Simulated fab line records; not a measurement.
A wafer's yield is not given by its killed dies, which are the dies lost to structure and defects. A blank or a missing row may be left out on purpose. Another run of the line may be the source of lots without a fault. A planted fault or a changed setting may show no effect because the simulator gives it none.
Matching of chambers -- flow gf180mcu -- GF_V3_CVD_00 on hdpcvd-01: 3 sister chambers
The step deposits SiO2, target thk 600 nm, time 100 s. 6 wafers are shown with their chamber, then 7 later ones without.

WAFERS PAIRED WITH THEIR CHAMBERS
wafer,chamber,sih4_flow_sccm (sccm)
L599.4,0,60.10
L602.6,0,60.14
L606.5,1,59.84
L606.6,2,59.70
L607.1,2,59.94
L607.3,1,59.96

WAFERS WITHOUT THEIR CHAMBER
wafer,sih4_flow_sccm (sccm)
L607.6,59.89
L612.2,59.95
L612.4,60.05
L612.5,60.03
L615.1,60.51
L615.4,60.13
L615.5,59.90

CHAMBER TAKEN BY EACH
wafer,from the rows above,in truth
L607.6,can't be placed: 1 or 2 or 0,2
L612.2,can't be placed: 1 or 2 or 0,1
L612.4,can't be placed: 0 or 1 or 2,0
L612.5,can't be placed: 0 or 1 or 2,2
L615.1,can't be placed: 0 or 1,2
L615.4,can't be placed: 0 or 1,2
L615.5,can't be placed: 1 or 2 or 0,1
Correctly placed: 0 of 7. Not placeable from these rows: 7 (in 5, the candidates include the true chamber). 0 placed wrongly.
How it was worked out, from the rows above alone: a wafer's distance from a chamber is the root of the sum, over the readings, of the square of ((its reading less the chamber's mean) divided by the reading's scatter). If the next closest chamber is less than 2 further off than the closest, the wafer can't be placed; otherwise it belongs to the closest. Each chamber's mean is taken over the wafers shown for it. How the scatter is found: for the shown wafers, subtract from each reading the mean of its chamber, square and add these, divide the total by (wafers less chambers), then take the root.
